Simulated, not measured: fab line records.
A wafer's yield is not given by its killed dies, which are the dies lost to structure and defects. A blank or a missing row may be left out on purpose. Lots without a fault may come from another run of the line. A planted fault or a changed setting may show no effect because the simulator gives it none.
Comparing a struck lot with a sound one    flow gf180mcu    18 out of 602 route steps
Sound: the wafers L242.1, L242.5, L242.6. The struck wafers were L253.1, L253.3, L253.4. At the end, the cause is stated.
For every step that has rows: the tool of each side, followed by ch and its chambers, followed by its first start. Under that, the readings that differ: sound wafers    struck wafers    difference of the means    sigmas: that difference in standard deviations of wafers without a fault.
alike: words and numbers the same on both sides, and readings whose means are apart by under 2 such deviations; not compared: readings that were withheld, readings missing a value for some wafer, numbers with overlapping values and no deviation given by the record, and bounds like >300 which may hide the same value.
The two part at a step that has a row with sigmas, a row that says differs or no value, or rows on one side only. When numbers do not overlap yet have no deviation, they are printed without sigmas and do not part them. A reading missing from all wafers of one side parts the sides only when that side holds two or more wafers.

first, 3 steps without rows for these wafers: GF_V2_EXPOSE_11 (exposes mask Via2, target cd 260 nm); GF_V2_PEB_12 (peb time 90 s); GF_V2_DEVELOP_13 (develop time 60 s).
GF_V2_CD_MEAS_14: target cd 260 nm.
  sound: cd sem-02 at day 22 12:09; struck: cd sem-02 at day 27 00:53
reading     sound              struck             difference  sigmas
cd nm (nm)  262.2 260.9 261.8  259.5 258.5 259.5  -2.5        -2
GF_V2_OVL_MEAS_15:
  sound: overlay-02 at day 22 12:16; struck: overlay-02 at day 27 01:01
  alike: V2_OVL
GF_V2_ETCH_16: etches BARC in N2/H2.
  sound on rie diel-01 ch 0,3, day 22 12:18; struck on rie diel-02 ch 0,1,2, day 27 01:03
  alike: drypump motor current A, oes product au, throttle valve pct
GF_V2_ETCH_17: etches SiO2 in C4F8/O2/Ar, stops on TiN, target depth 630 nm.
  sound: rie diel-01 ch 0,3; struck: rie diel-02 ch 0,1,2
  alike: oes product au
GF_V2_STRIP_18: strips in O2/N2.
  sound on plasma asher-03 ch 0,1, day 22 12:26; struck on plasma asher-04 ch 0,1, day 27 01:11
  alike: drypump motor current A, heater power w, oes product au
  not compared: rf hours counter h
then, 2 steps without rows for these wafers: GF_V2_STRIP_19 (strips in post etch residue remover, time 1200 s); GF_V2_CLEAN_20 (cleans in DIW).
GF_V2_SPUTTER_21: material Ti, target thk 15 nm, time 80.02 s.
  sound: pvd sputter-04 at day 22 12:59; struck: pvd sputter-03 at day 27 01:45
  alike: cathode dc power W, throttle valve pct
GF_V2_SPUTTER_22: material TiN, target thk 10 nm, time 40 s.
  sound: pvd sputter-04 at day 22 13:04; struck: pvd sputter-03 at day 27 01:49
  alike: cathode dc power W, throttle valve pct
GF_V2_CVD_23: deposits W, target thk 350 nm, time 104.94 s.
  sound on cvd w-01 ch 0,1, day 22 13:05; struck on cvd w-02 ch 0,1, day 27 01:51
reading                           sound              struck           difference  sigmas
model.W_of_V2_CVD_23.thk nm (nm)  346.9 344.7 349.8  297 297.9 290.9  -52         
  alike: heater power w
GF_V2_RS_MEAS_24: a four-point-probe measurement.
  sound: film metro-01 at day 22 13:13; struck: film metro-01 at day 27 01:58
reading           sound              struck             difference  sigmas
V2_W_RS (ohm/sq)  0.331 0.333 0.328  0.387 0.385 0.395  +0.058      +13
GF_V2_THK_MEAS_25: measures by xrf.
  sound: film metro-01 at day 22 13:20; struck: film metro-01 at day 27 02:05
reading        sound        struck       difference  sigmas
V2_W_THK (nm)  345 345 350  294 296 288  -54         -10
GF_V2_CMP_26: polishes, stops on SiO2, t overpolish 15 s, target thk 0 nm.
  sound on cmp-01 ch 0,1,3, day 22 13:29; struck on cmp-02 ch 1,2,3, day 27 02:08
reading                 sound     struck    difference  sigmas
time to endpoint s (s)  80 89 83  66 62 70  -18         -4
  alike: motor current A
then, 1 step without rows for these wafers: GF_M3_SPUTTER_00 (material Ti, target thk 37.5 nm, time 150 s).
-- the record jumps here: 7 days lie between the struck wafers' starts before and after (it left off in module M3 and takes up again in module PASSIVATION, whose first step shown is number 602 of the route) --
GF_PASSIVATION_PROBE_99:
  rows exist in the record for the struck wafers here (prober-01, day 34 08:35), but not for the sound ones

## WHERE THEY PART
First at GF_V2_CD_MEAS_14; last, within this record, at GF_PASSIVATION_PROBE_99.

WHY: what had been put in by the simulator
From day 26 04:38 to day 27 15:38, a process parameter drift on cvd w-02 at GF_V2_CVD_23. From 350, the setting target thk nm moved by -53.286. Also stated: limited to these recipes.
